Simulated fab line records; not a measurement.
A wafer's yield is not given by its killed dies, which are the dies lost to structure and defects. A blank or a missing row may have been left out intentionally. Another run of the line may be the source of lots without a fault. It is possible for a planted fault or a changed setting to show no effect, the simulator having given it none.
The tool behind it: which one? | flow sky130 | 44 wafers from 15 lots sampled at 3 of the route's 708 steps

== WHAT THE GAUGES READ, wafer by wafer ==
SKY_NWELL_OVL_MEAS_10. Usual: NWELL_00_OVL 0.8 nm, standard deviation 1.2.
lot  | measured     | on         | NWELL_00_OVL (nm) | flag
L149 | day 4 16:47  | overlay-01 | 0.1 2.8 2.5       | 
L151 | day 5 02:44  | overlay-01 | 0.0 0.7 0.1       | 
L150 | day 5 04:35  | overlay-02 | 0.5 0.7 -0.6      | 
L152 | day 5 10:43  | overlay-01 | -0.5 -0.5 0.8     | 
L153 | day 5 17:49  | overlay-01 | 0.8 1.7 -1.7      | 
L154 | day 5 21:11  | overlay-01 | 0.6 -0.6 -0.1     | 
L155 | day 6 02:46  | overlay-02 | 0.5 -0.3 0.9      | 
L156 | day 6 12:16  | overlay-02 | -1.2 -0.9 -0.1    | 
L157 | day 6 14:58  | overlay-02 | -1.0 0.8 0.4      | 
L158 | day 6 21:22  | overlay-01 | 1.1 -0.4 0.2      | 
L163 | day 8 04:23  | overlay-01 | - 0.5             | 
L169 | day 9 13:57  | overlay-01 | 4.6 - 1.5         | 
L170 | day 9 23:03  | overlay-02 | 1.2 - 0.1         | 
L171 | day 10 03:29 | overlay-01 | 0.7 -1.1 -0.4     | 
L172 | day 10 09:07 | overlay-02 | 2.7 1.2 0.4       | 

SKY_NWELL_TW_MEAS_15. Usual: NWELL_TW 1829, standard deviation 21.
lot  | measured     | on           | NWELL_TW       | flag
L149 | day 4 17:22  | filmMetro-04 | 1812 1810 1816 | 
L151 | day 5 03:20  | filmMetro-04 | 1818 1801 1795 | 
L150 | day 5 05:11  | filmMetro-04 | 1805 1811 1809 | 
L152 | day 5 11:19  | filmMetro-01 | 1811 1803 1800 | 
L153 | day 5 18:24  | filmMetro-01 | 1797 1797 1793 | 
L154 | day 5 21:47  | filmMetro-02 | 1845 1833 1836 | 
L155 | day 6 03:22  | filmMetro-02 | 1845 1842 1832 | 
L156 | day 6 12:52  | filmMetro-02 | 1835 1838 1855 | 
L157 | day 6 15:33  | filmMetro-02 | 1846 1841 1840 | 
L158 | day 6 21:57  | filmMetro-01 | 1818 1813 1813 | 
L163 | day 8 04:59  | filmMetro-02 | 141 1840       | OFF
L169 | day 9 14:32  | filmMetro-02 | 1851 116 1851  | OFF
L170 | day 9 23:38  | filmMetro-02 | 1835 121 1849  | OFF
L171 | day 10 04:05 | filmMetro-02 | 1847 1847 1854 | 
L172 | day 10 09:42 | filmMetro-01 | 1806 1811 1806 | 

== WHAT TOOL EACH LOT RAN ON (gives the tool, then ch and the chambers of the sampled wafers, and finally the start) ==
lot  | SKY_NWELL_DEVELOP_09
L149 | lithoTrack-04 ch 0, day 4 16:00
L151 | lithoTrack-03 ch 0, day 5 02:00
L150 | lithoTrack-03 ch 0, day 5 04:00
L152 | lithoTrack-01 ch 0, day 5 10:00
L153 | lithoTrack-01 ch 0, day 5 17:00
L154 | lithoTrack-03 ch 0, day 5 21:00
L155 | lithoTrack-04 ch 0, day 6 02:00
L156 | lithoTrack-04 ch 0, day 6 12:00
L157 | lithoTrack-01 ch 0, day 6 14:00
L158 | lithoTrack-01 ch 0, day 6 21:00
L163 | lithoTrack-03 ch 0, day 8 04:00
L169 | lithoTrack-03 ch 0, day 9 13:00
L170 | lithoTrack-03 ch 0, day 9 22:00
L171 | lithoTrack-01 ch 0, day 10 03:00
L172 | lithoTrack-01 ch 0, day 10 08:00
- SKY_NWELL_DEVELOP_09: develop time 60 s.

== WHAT THE TOOLS THEMSELVES READ (means of the sampled wafers that have a number; where no wafer has one, the mark that the record gives instead) ==
The record holds no such reading with a usual standard deviation.

== THE ANSWER, worked out from the rows above alone ==
Rule: a lot counts as off when the mean over its wafers that have a number is more than 3 standard deviations away from the usual mean. A lot without any number at a reading at which 4 lots or more have one is off too. The other lots that the step has rows for count as sound. The gauges are gone through in route order, then the tools' own readings, and for those a lot's mean is taken as printed above. At the first step where some lot is off, the reading lying furthest off is the one used; lots without a number count as furthest.
Off: at SKY_NWELL_TW_MEAS_15 (NWELL_TW), L163, L169, L170.
A tool fits if, at a process step before that reading, it ran every lot that is off, and no sound lot after the first of them. Those tools and the gauges at SKY_NWELL_TW_MEAS_15 are tried in the same way. One fits: SKY_NWELL_DEVELOP_09 on lithoTrack-03. Its last sound lot is L154 (day 5 21:00), its first lot that is off L163 (day 8 04:00): a fault that began between those two fits.

== WHAT THE SIMULATOR HAD INSERTED ==
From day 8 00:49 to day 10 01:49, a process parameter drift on lithoTrack-03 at SKY_NWELL_DEVELOP_09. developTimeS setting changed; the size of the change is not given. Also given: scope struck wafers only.
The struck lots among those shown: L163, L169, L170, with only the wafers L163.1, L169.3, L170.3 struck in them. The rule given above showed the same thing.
